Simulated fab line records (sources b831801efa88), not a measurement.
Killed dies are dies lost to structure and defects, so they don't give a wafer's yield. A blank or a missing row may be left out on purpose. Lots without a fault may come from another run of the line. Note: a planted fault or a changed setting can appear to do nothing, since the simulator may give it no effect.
What tool caused it?	flow gf180mcu	7 lots (21 wafers sampled), 1 step of a 602-step route

WHAT THE GAUGES SHOWED, per wafer
GF_LVPWELL_TW_MEAS_11.
lot	measured	on	LVPWELL_TW
L156	day 4 08:19	film_metro-02	560 560 561
L158	day 4 20:35	film_metro-04	569 569 565
L167	day 6 22:44	film_metro-01	560 563 565
L170	day 7 14:19	film_metro-04	562 567 568
L172	day 8 02:38	film_metro-04	566 568 570
L175	day 8 17:52	film_metro-04	567 569 568
L177	day 9 05:58	film_metro-04	567 571 575

TOOL THAT RAN EACH LOT (tool first, then ch and the chambers of the sampled wafers, then the start)
Record: no process step prior to these readings.

THE ANSWER, worked out from the rows above alone
Rule: the lots themselves supply what counts as usual. Put in order of their means at a reading, lots are off if they are a third of the lots or fewer, leave a main group of 4 or more, and stand apart from it by a gap of 3 or more times the standard deviation of the main group's means; of several such gaps the widest counts. Not used: any main group whose means are identical at the precision the tables above print for the reading. Also off: a lot with no number at a reading for which 4 or more lots have one. Any other lot the step has rows for is counted as sound.
None of the lots is off at any reading shown; this tells nothing.

WHAT WAS PUT IN BY THE SIMULATOR
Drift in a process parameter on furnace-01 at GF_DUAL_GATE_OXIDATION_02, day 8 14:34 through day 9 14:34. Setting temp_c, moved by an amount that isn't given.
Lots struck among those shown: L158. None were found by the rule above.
